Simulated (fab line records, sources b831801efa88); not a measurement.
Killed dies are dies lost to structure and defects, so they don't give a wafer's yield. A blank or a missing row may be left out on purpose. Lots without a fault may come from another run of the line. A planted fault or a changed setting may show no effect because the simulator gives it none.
A struck lot beside a sound one | flow gf180mcu | 40 steps out of a route of 602
Sound: wafers L326.1, L326.3, L326.4. Struck: wafers L322.1, L322.3, L322.4. The cause comes at the end.
At each step with rows: each side's tool, then ch and its chambers, then its first start. Under that, the readings that differ: sound wafers | struck wafers | difference of the means | sigmas: that difference in standard deviations of wafers without a fault.
alike: readings whose means differ by less than 2 such deviations, and words and numbers that are the same on both sides. not compared: withheld readings, readings that some wafer has no value for, bounds like >300 that may hide the same value, and numbers for which the record gives no deviation and whose values overlap.
The two part at a step that has a row with sigmas, a row that says differs or no value, or rows on one side only. Numbers that don't overlap but have no deviation are shown without sigmas and don't part them. A reading that every wafer of one side lacks parts them only if that side has two wafers or more.

first, 3 steps without rows for these wafers: GF_SAB_STRIP_13 (strips in O2/N2); GF_SALICIDE_CLEAN_00 (cleans in SC1/SC2, time 150 s); GF_SALICIDE_WET_ETCH_01 (etches SiO2 in dHF, target depth 5 nm, time 100 s).
GF_SALICIDE_SPUTTER_02: material Co, target thk 10 nm, time 20 s.
  sound on pvd_sputter-02, day 19 17:52; struck on pvd_sputter-02, day 18 08:55
  alike: chamber_pressure_pa, throttle_valve_pct
GF_SALICIDE_SPUTTER_03: material TiN, target thk 20 nm, time 16.7 s.
  sound on pvd_sputter-02, day 19 17:54; struck on pvd_sputter-02, day 18 08:57
  alike: chamber_pressure_pa, throttle_valve_pct
GF_SALICIDE_RS_MEAS_04: measures by four-point-probe.
  sound on film_metro-03, day 19 17:55; struck on film_metro-01, day 18 08:59
  alike: SALICIDE_TIN_RS
GF_SALICIDE_THK_MEAS_05: measures by xrf.
  sound on film_metro-03, day 19 18:02; struck on film_metro-01, day 18 09:06
  alike: SALICIDE_TIN_THK
then, 4 steps without rows for these wafers: GF_SALICIDE_RTA_06 (time 30 s); GF_SALICIDE_WET_ETCH_07 (etches the open film in SPM, target depth 120 nm); GF_SALICIDE_RTA_08 (time 30 s); GF_CONTACT_CVD_00 (deposits SiO2, target thk 300 nm, time 50 s).
GF_CONTACT_THK_MEAS_01:
  sound on film_metro-03, day 19 18:27; struck on film_metro-04, day 18 09:29
  alike: CONTACT_CVD_00_THK
GF_CONTACT_CVD_02: deposits SiO2 from TEOS, target thk 860 nm, time 95.992 s.
  sound on pecvd-02 ch 0,1,2, day 19 18:31; struck on pecvd-04 ch 0,1,2, day 18 09:33
  reading                                  | sound             | struck          | difference | sigmas
  model.SiO2_of_CONTACT_CVD_02.thk_nm (nm) | 853.7 851.3 862.6 | 290 279.6 305.7 | -564       |
  alike: heater_power_w
GF_CONTACT_THK_MEAS_03:
  sound on film_metro-01, day 19 18:35; struck on film_metro-01, day 18 09:37
  reading                 | sound       | struck      | difference | sigmas
  CONTACT_CVD_02_THK (nm) | 853 852 862 | 290 280 306 | -564       | -38
then, 1 step without rows for these wafers: GF_CONTACT_CMP_04 (polishes SiO2).
GF_CONTACT_BOW_MEAS_05:
  sound on film_metro-01, day 19 18:56; struck on film_metro-01, day 18 09:59
  alike: CONTACT_BOW
then, 8 steps without rows for these wafers: GF_CONTACT_DEHYDRATE_06 (time 60 s); GF_CONTACT_HMDS_07 (prime time 60 s); GF_CONTACT_COAT_08; GF_CONTACT_COAT_09 (resist thk 1000 nm); GF_CONTACT_SOFTBAKE_10 (time 60 s); GF_CONTACT_EXPOSE_11 (exposes mask Contact, target cd 220 nm); GF_CONTACT_PEB_12 (peb time 90 s); GF_CONTACT_DEVELOP_13 (develop time 60 s).
GF_CONTACT_CD_MEAS_14: target cd 220 nm.
  sound on cd_sem-01, day 20 18:46; struck on cd_sem-02, day 19 10:16
  reading    | sound             | struck            | difference | sigmas
  cd_nm (nm) | 218.8 219.6 217.5 | 221.6 222.8 220.9 | +3.1       | +2
GF_CONTACT_OVL_MEAS_15:
  sound on overlay-02, day 20 18:53; struck on overlay-02, day 19 10:23
  alike: CONTACT_OVL
GF_CONTACT_ETCH_16: etches BARC in N2/H2.
  sound on rie_diel-01 ch 0,2,3, day 20 18:56; struck on rie_diel-04 ch 0,2,3, day 19 10:26
  alike: drypump_motor_current_A, oes_product_au, throttle_valve_pct
GF_CONTACT_ETCH_17: etches SiO2 in C4F8/O2/Ar, stops on CoSi2, target depth 860 nm.
  sound on rie_diel-01 ch 0,2,3; struck on rie_diel-04 ch 0,2,3
  reading                             | sound             | struck            | difference | sigmas
  oes_product_au (a.u.)               | 0.809 0.809 0.819 | 0.691 0.684 0.682 | -0.127     | -24
  model.CONTACT.feature_depth_nm (nm) | 859.4 856.1 860.5 | 594.8 578.4 611.7 | -263.7     |
  model.etch.depth_nm (nm)            | 859.4 856.1 860.5 | 594.8 578.4 611.7 | -263.7     |
GF_CONTACT_STRIP_18: strips in O2/N2.
  sound on plasma_asher-03 ch 0,1, day 20 19:05; struck on plasma_asher-02 ch 0,1, day 19 10:35
  alike: drypump_motor_current_A, heater_power_w, oes_product_au
  not compared: rf_hours_counter_h
then, 4 steps without rows for these wafers: GF_CONTACT_CLEAN_19 (cleans in SPM); GF_CONTACT_CLEAN_20 (cleans in DIW); GF_CONTACT_CLEAN_21 (cleans in dHF, time 20 s); GF_CONTACT_SPUTTER_22 (material Ti, target thk 15 nm, time 80.02 s).
GF_CONTACT_SPUTTER_23: material TiN, target thk 10 nm, time 40 s.
  sound on pvd_sputter-03, day 20 19:34; struck on pvd_sputter-02, day 19 10:57
  alike: chamber_pressure_pa, throttle_valve_pct
then, 1 step without rows for these wafers: GF_CONTACT_CVD_24 (deposits W, target thk 300 nm, time 90.339 s).
GF_CONTACT_RS_MEAS_25: measures by four-point-probe.
  sound on film_metro-04, day 20 19:42; struck on film_metro-04, day 19 11:05
  reading               | sound             | struck            | difference | sigmas
  CONTACT_W_RS (ohm/sq) | 0.380 0.382 0.383 | 0.397 0.395 0.389 | +0.012     | +2
GF_CONTACT_THK_MEAS_26: measures by xrf.
  sound on film_metro-04, day 20 19:49; struck on film_metro-04, day 19 11:13
  alike: CONTACT_W_THK
GF_CONTACT_CMP_27: polishes, stops on SiO2, t overpolish 15 s, target thk 0 nm.
  sound on cmp-01 ch 1,2,3, day 20 19:53; struck on cmp-01 ch 0,2,3, day 19 11:16
  reading                                  | sound             | struck          | difference | sigmas
  model.SiO2_of_CONTACT_CVD_02.thk_nm (nm) | 551.9 552.4 552.6 | 283.2 272.9 299 | -267.3     |
  alike: motor_current_A, overpolish_run_s, platen_rpm, time_to_endpoint_s
then, 1 step without rows for these wafers: GF_M1_SPUTTER_00 (material Ti, target thk 37.5 nm, time 150 s).
-- the record jumps here: 12 days lie between the struck wafers' starts before and after (it left off in module M1 and takes up again in module PASSIVATION, whose first step shown is number 602 of the route) --
GF_PASSIVATION_PROBE_99:
  sound on prober-02, day 32 15:36; struck on prober-02, day 31 19:57
  reading                          | sound             | struck            | difference | sigmas
  model.etest.contact_poly.rc_ohm  | 6.049 5.857 5.894 | 4.872 4.663 4.987 | -1.093     |
  model.etest.contact_nplus.rc_ohm | 5.195 5.056 5.458 | 4.379 4.176 4.44  | -0.905     |
  model.etest.contact_pplus.rc_ohm | 5.236 5.083 5.47  | 4.307 4.094 4.431 | -0.986     |

WHERE THEY PART
First at GF_CONTACT_THK_MEAS_03; last, within this record, at GF_CONTACT_RS_MEAS_25. Later steps at which nothing parts them and some readings are alike: GF_CONTACT_THK_MEAS_26, GF_CONTACT_CMP_27.

WHY: what the simulator had put in
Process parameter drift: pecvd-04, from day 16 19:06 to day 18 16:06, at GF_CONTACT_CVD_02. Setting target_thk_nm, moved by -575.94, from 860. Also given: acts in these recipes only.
